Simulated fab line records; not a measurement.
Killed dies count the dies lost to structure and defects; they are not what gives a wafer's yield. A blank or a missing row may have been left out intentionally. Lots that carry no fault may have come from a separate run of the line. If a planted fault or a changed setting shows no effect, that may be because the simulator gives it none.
fab line records    flow sfq_line
record: lots: 6  wafers: 16  last_day: 92
route steps=325 shown I2@117 M3@118
lots untouched by any fault: they come from a run of this same line in which no faults occurred
start_h: start of the lot's first displayed wafer, in hours after the record's first day    wait_h: hours from the lot's prior step to this one    " unchanged from the row above    L1.1+2: a row that stands for several wafers    - no value, or no start was given    * or withheld: withheld    < > ~ a bound
route shown NAME@n: NAME is a module with steps in the file, n the number in the route of the first one    usual: the fault-free wafers' mean and standard deviation    same: alike in all rows    chamber/n: place in a boat    sites: the reading at each site    _std_site: standard deviation of those values    _edge_site: outer sites' mean less inner sites'    radius_mm: for every site, how far away it sits from the centre of the wafer    mask NAME#n: copy n    behind: the last tool/chamber to shape the wafer    hold: why the lot went on hold/how many hours it stayed there/how the hold came to an end    device: the n, p or np transistor that did not switch    end of line: tests run on the same wafers once the route is complete    for a step that has no rows: nothing shown but its recipe    killed: count of dies lost to structure and defects at first sort (not the wafer's yield)    map: shows each die of a wafer: x if killed, . if not, _ if none is there
set.NAME: the setting that was run; set.NAME@STEP: the one run at that earlier step    model.NAME: the simulator's own value behind a step, which no gauge read
certain route steps with their lots: each step a table, each wafer a row
services: a tool's chamber out of use, with start hour (start_h, from the record's first day; less than 0 if before it), hours out, and reason
== steps ==
step: SFQ_TRILAYER_I2_VIA_STRIP_SOLV_CLEAN_072
recipe: chemistry: NMP  temp_c: 70  time_s: 600
step: SFQ_TRILAYER_M3_DEP_PRE_CLEAN_074
recipe: gas: Ar  time_s: 22.5  bias_v: 250
step: SFQ_TRILAYER_M3_DEP_SPUTTER_073
recipe: material: Nb  base_pressure_pa: 1.33e-06  chamber_pressure_pa: 0.1333  substrate_temp_c: 20  resputter_cathode_voltage_v: 400  target_thk_nm: 200  power_w: 2000  time_s: 133.3
usual: base_pressure_pa: 1.33e-06/9.6e-08  throttle_valve_pct: 29.9/0.75
lot.wafer  tool            chamber  start_h  wait_h  base_pressure_pa  throttle_valve_pct
L985.1     pvd_sputter-03  -        1007.56  0.0     1.08e-06          28.6
L985.4     "               -        "        "       1.36e-06          29.8
L985.6     "               -        "        "       1.36e-06          29.9
L993.1     pvd_sputter-04  -        1085.59  0.0     1.36e-06          30.4
L993.2     "               -        "        "       1.24e-06          30.3
L993.6     "               -        "        "       1.49e-06          30.8
L996.1     pvd_sputter-04  -        1089.19  0.0     1.38e-06          29.2
L996.2     "               -        "        "       1.41e-06          30.4
L102.2     pvd_sputter-03  -        1105.01  0.0     1.36e-06          29.3
L102.6     "               -        "        "       1.31e-06          29.8
L104.1     pvd_sputter-06  -        1107.41  0.0     1.24e-06          30.0
L104.5     "               -        "        "       1.36e-06          29.7
L104.6     "               -        "        "       1.32e-06          29.4
L106.1     pvd_sputter-04  -        1113.41  0.0     1.52e-06          30.7
L106.3     "               -        "        "       1.46e-06          31.1
L106.4     "               -        "        "       1.17e-06          31.2
step: SFQ_M3_RS_MEAS_919
recipe: thk_meas_gauge: four-point-probe  reads: Nb_of_TRILAYER_M3_DEP_SPUTTER_073
usual: M3_NB_RS: 0.890/0.0097
lot.wafer  tool           chamber  start_h  wait_h  M3_NB_RS[ohm/sq]
L985.1     film_metro-04  -        1007.65  0.0     0.882
L985.4     "              -        "        "       0.898
L985.6     "              -        "        "       0.896
L993.1     film_metro-01  -        1085.68  0.0     0.901
L993.2     "              -        "        "       0.900
L993.6     "              -        "        "       0.902
L996.1     film_metro-04  -        1089.28  0.0     0.895
L996.2     "              -        "        "       0.905
L102.2     film_metro-04  -        1105.12  0.1     0.874
L102.6     "              -        "        "       0.888
L104.1     film_metro-03  -        1107.50  0.0     0.887
L104.5     "              -        "        "       0.876
L104.6     "              -        "        "       0.886
L106.1     film_metro-04  -        1113.50  0.0     0.901
L106.3     "              -        "        "       0.890
L106.4     "              -        "        "       0.887
step: SFQ_TRILAYER_M3_LITHO_COAT_080
recipe: resist: BARC  spin_rpm: 3000  resist_thk_nm: 62
step: SFQ_TRILAYER_M3_LITHO_COAT_075
recipe: resist: KrF  spin_rpm: 3000  resist_thk_nm: 600
step: SFQ_TRILAYER_M3_LITHO_SOFTBAKE_079
recipe: temp_c: withheld  time_s: withheld  resist: KrF
step: SFQ_TRILAYER_M3_LITHO_EXPOSE_076
recipe: mask_id: M3  na: 0.6  source_shape: conventional  sigma_outer: 0.65  target_cd_nm: 500  dose_mj: 14.4
step: SFQ_TRILAYER_M3_LITHO_PEB_078
recipe: peb_temp_c: 115  peb_time_s: 60  resist: KrF
step: SFQ_TRILAYER_M3_LITHO_DEVELOP_077
recipe: time_s: 60  resist: KrF
step: SFQ_M3_OVL_MEAS_921
usual: M3_OVL: -1/6
lot.wafer  tool        chamber  start_h  wait_h  M3_OVL[nm]
L985.1     overlay-01  -        1031.14  0.1     -6
L985.4     "           -        "        "       -9
L985.6     "           -        "        "       -3
L993.1     overlay-01  -        1212.39  0.1     -5
L993.2     "           -        "        "       1
L993.6     "           -        "        "       -9
L996.1     overlay-01  -        1218.39  0.1     -5
L996.2     "           -        "        "       -4
L102.2     overlay-02  -        1237.60  0.1     8
L102.6     "           -        "        "       3
L104.1     overlay-01  -        1239.99  0.1     8
L104.5     "           -        "        "       7
L104.6     "           -        "        "       2
L106.1     overlay-02  -        1243.59  0.1     -6
L106.3     "           -        "        "       -8
L106.4     "           -        "        "       -7
step: SFQ_TRILAYER_M3_BARC_OPEN_METAL_ETCH_100
recipe: mask_material: PR  chemistry: O2  target_depth_nm: 125  target: BARC  icp_w: 600  bias_w: 80  pressure_mtorr: 10  time_s: 41.7
usual: drypump_motor_current_A: 6.0/0.48  oes_product_au: 0.684/0.0044
lot.wafer  tool          chamber  start_h  wait_h  drypump_motor_current_A  oes_product_au  rf_hours_counter_h  model.KrF_of_TRILAYER_M3_LITHO_COAT_075.thk_nm
L985.1     rie_metal-02  1        1031.17  0.0     5.9                      0.682           132                 521.2
L985.4     "             0        "        "       6.3                      0.688           -                   518.4
L985.6     "             1        "        "       5.9                      0.687           -                   522.5
L993.1     rie_metal-04  1        1212.43  0.0     5.1                      0.683           28                  521.7
L993.2     "             0        "        "       6.4                      0.678           34                  522.5
L993.6     "             1        "        "       5.1                      0.688           -                   522
L996.1     rie_metal-02  1        1218.43  0.0     5.9                      0.685           11                  530.9
L996.2     "             0        "        "       6.2                      0.686           51                  522.8
L102.2     rie_metal-02  1        1237.63  0.0     5.9                      0.685           14                  524.4
L102.6     "             0        "        "       6.3                      0.684           -                   531.8
L104.1     rie_metal-03  1        1240.03  0.0     5.7                      0.684           28                  524.1
L104.5     "             1        "        "       5.7                      0.685           -                   524.3
L104.6     "             0        "        "       6.6                      0.689           -                   526.3
L106.1     rie_metal-03  1        1243.63  0.0     5.7                      0.688           29                  519
L106.3     "             1        "        "       5.7                      0.678           -                   521.1
L106.4     "             0        "        "       6.6                      0.685           -                   521.2
step: SFQ_TRILAYER_M3_ETCH_METAL_ETCH_078
recipe: target: Nb  stop_on: SiO2  mask_material: PR  chemistry: Cl2/Ar  target_depth_nm: 240  icp_w: 600  bias_w: 80  pressure_mtorr: 10  time_s: 120
usual: drypump_motor_current_A: 6.0/0.48  oes_product_au: 0.894/0.006
lot.wafer  tool          chamber  start_h  wait_h  drypump_motor_current_A  oes_product_au  rf_hours_counter_h  model.KrF_of_TRILAYER_M3_LITHO_COAT_075.thk_nm
L985.1     rie_metal-02  1        1031.23  0.0     5.9                      0.894           132                 377.9
L985.4     "             0        "        "       6.2                      0.886           -                   374.3
L985.6     "             1        "        "       5.9                      0.891           -                   380.2
L993.1     rie_metal-04  1        1212.49  0.0     5.1                      0.882           28                  378.1
L993.2     "             0        "        "       6.4                      0.889           34                  383.1
L993.6     "             1        "        "       5.1                      0.890           -                   379.6
L996.1     rie_metal-02  1        1218.49  0.0     5.8                      0.892           11                  389
L996.2     "             0        "        "       6.3                      0.886           51                  378.8
L102.2     rie_metal-02  1        1237.69  0.0     5.9                      0.902           14                  382.8
L102.6     "             0        "        "       6.3                      0.902           -                   388.8
L104.1     rie_metal-03  1        1240.09  0.0     5.7                      0.901           28                  382.6
L104.5     "             1        "        "       5.7                      0.904           -                   382.5
L104.6     "             0        "        "       6.6                      0.893           -                   387.2
L106.1     rie_metal-03  1        1243.69  0.0     5.7                      0.892           29                  378.7
L106.3     "             1        "        "       5.8                      0.886           -                   379.1
L106.4     "             0        "        "       6.6                      0.901           -                   384.1
step: SFQ_TRILAYER_M3_STRIP_STRIP_079
recipe: gas: O2  power_w: 200  platen_temp_c: 40  overash_fraction: 0.65  chemistry: O2  pressure_mtorr: 50
usual: drypump_motor_current_A: 6.0/0.48  oes_product_au: 1.001/0.011
lot.wafer  tool          chamber  start_h  wait_h  drypump_motor_current_A  oes_product_au  rf_hours_counter_h
L985.1     rie_metal-02  1        1031.36  0.1     5.9                      1.013           132
L985.4     "             0        "        "       6.3                      1.019           -
L985.6     "             1        "        "       5.9                      1.013           -
L993.1     rie_metal-04  1        1212.61  0.1     5.2                      1.011           28
L993.2     "             0        "        "       6.4                      0.994           34
L993.6     "             1        "        "       5.1                      1.020           -
L996.1     rie_metal-02  1        1218.61  0.1     5.9                      0.992           11
L996.2     "             0        "        "       6.3                      1.010           51
L102.2     rie_metal-02  1        1237.81  0.1     5.9                      0.995           14
L102.6     "             0        "        "       6.2                      1.013           -
L104.1     rie_metal-03  1        1240.21  0.1     5.7                      0.997           28
L104.5     "             1        "        "       5.7                      1.002           -
L104.6     "             0        "        "       6.6                      0.988           -
L106.1     rie_metal-03  1        1243.81  0.1     5.7                      1.008           29
L106.3     "             1        "        "       5.7                      1.003           -
L106.4     "             0        "        "       6.6                      0.998           -
== services ==
tool            chamber  start_h  hours  kind
rie_metal-03    0        994.94   -      clean
rie_metal-03    0        994.94   28.7   scheduled_down
rie_metal-03    0        994.94   28.7   vent_cycle
rie_metal-02    0        999.36   29.3   repair
pvd_sputter-06  -        1000.91  3.6    repair
pvd_sputter-06  -        1005.40  0.7    repair
rie_metal-03    1        1023.61  -      clean
rie_metal-03    1        1023.61  20.3   scheduled_down
rie_metal-03    1        1023.61  20.3   vent_cycle
rie_metal-04    -        1066.12  14.6   pm
pvd_sputter-06  -        1078.98  3.2    repair
pvd_sputter-06  -        1104.24  2.2    repair
rie_metal-04    1        1112.87  2.2    repair
rie_metal-02    1        1113.65  -      clean
rie_metal-02    1        1113.65  17.2   scheduled_down
rie_metal-02    1        1113.65  17.2   vent_cycle
rie_metal-02    -        1133.57  0.9    repair
pvd_sputter-04  -        1138.19  2.5    repair
rie_metal-02    1        1150.30  20.5   repair
pvd_sputter-04  -        1189.09  1.5    repair
pvd_sputter-03  -        1189.79  23.1   repair
rie_metal-04    -        1222.35  2.8    pm
rie_metal-04    1        1236.04  1.1    repair
pvd_sputter-06  -        1238.72  0.5    repair
== key ==
first_sign none at tools or gauges
model_effect: step: SFQ_TRILAYER_M3_BARC_OPEN_METAL_ETCH_100  value: KrF_of_TRILAYER_M3_LITHO_COAT_075.thk_nm  without: 522.4  struck: 531.4
model_effect: step: SFQ_TRILAYER_M3_ETCH_METAL_ETCH_078  value: KrF_of_TRILAYER_M3_LITHO_COAT_075.thk_nm  without: 380  struck: 388.9
met_at SFQ_TRILAYER_M3_BARC_OPEN_METAL_ETCH_100
struck_wafers L996.1,L102.6
onset_between 1031.17 1218.43
fault: kind: process_parameter_drift  tool: rie_metal-02  chamber: -  onset_h: 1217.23  steps: SFQ_TRILAYER_M3_BARC_OPEN_METAL_ETCH_100  channel: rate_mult  offset: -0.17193  shape: step  end_h: 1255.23  scope: struck_wafers_only
